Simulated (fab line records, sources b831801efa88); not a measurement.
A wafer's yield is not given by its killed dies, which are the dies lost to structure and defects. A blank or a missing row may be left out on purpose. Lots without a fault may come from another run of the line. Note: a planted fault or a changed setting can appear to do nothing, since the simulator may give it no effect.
Code-filled problem report in 8D (eight disciplines) form    flow gf180mcu    the parts of the form that need people (team, actions taken, sign-off) are left out

## 1. THE PROBLEM
Mean of heater-power-total-W at GF_STI_PEB_10: 84.84 W across 6 wafers in 2 lots; on wafers with no fault it is 85.70 W (standard deviation 0.08). Measured from the usual mean, that is -11 standard deviations.
The step: peb time 90 s.
First seen on wafer L602.2, day 3 11:52, on litho-track-04. Wafers with a number at this step in the record: 18, from 6 lots. Rule for "out", or "out of limits": more than 4 standard deviations from the usual mean. All remaining wafers that have a number are taken as sound.

## 2. WHAT IT IS, AND WHAT IT ISN'T
question                     is                                  is not
which readings at this step  heater-power-total-W, plate-temp-C  -
which lots                   L602, L605                          L599, L610, L611, L618
which wafers of those lots   all that have a number              -
read on which tools          litho-track-04                      litho-track-02, litho-track-03
when                         from day 3 11:52                    up to then (3 sound wafers); but 9 sound wafers of L610, L611, L618 came after

## 3. WHAT RULES OUT EACH SUSPECT
Counting: any tool at a process step up to the reading is kept as a suspect provided that every lot that is out went through it and no sound lot did after the first of them.
- litho-track-04 at GF_STI_PEB_10 (peb time 90 s): kept. Every lot that is out went through it, starting with L602 (day 3 11:52), and after that it ran no sound lot; the last sound lot it ran before then is L599 (day 3 01:57). Its own readings are out on those wafers: heater-power-total-W, plate-temp-C.
The count leaves litho-track-04 at GF_STI_PEB_10.

## 4. THE CAUSE (what the simulator had put in)
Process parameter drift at GF_STI_PEB_10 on litho-track-04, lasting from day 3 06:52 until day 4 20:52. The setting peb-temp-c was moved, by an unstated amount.
This tool alone remained once counting was done.

## 5. THE EFFECT CHAIN, in route order
Each row: a reading whose mean over the struck wafers that have a number lies more than 3 standard deviations from the usual. Readings are gone through only where the record gives a usual standard deviation; hours: the median, over the lots, of the time from a lot's start at the first step in this table giving one to that lot's start at this step; sigmas: the change measured in usual standard deviations.
hours  step           reading               usual     on struck wafers  change  sigmas
0      GF_STI_PEB_10  heater-power-total-W  85.70 W   84.84             -0.86   -11
0      GF_STI_PEB_10  plate-temp-C          135.01 C  133.87            -1.14   -8.1
It contains these process steps:
- GF_STI_PEB_10: peb time 90 s.
Later measuring or inspecting steps at which every struck wafer that the step has a row for has a number for every such reading, and none has moved that far: GF_STI_CD_MEAS_12.

## 6. HOW IT WOULD HAVE BEEN CAUGHT EARLIER
In this record the first reading out of limits was taken at day 3 11:52, 5 hours after the fault began at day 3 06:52.
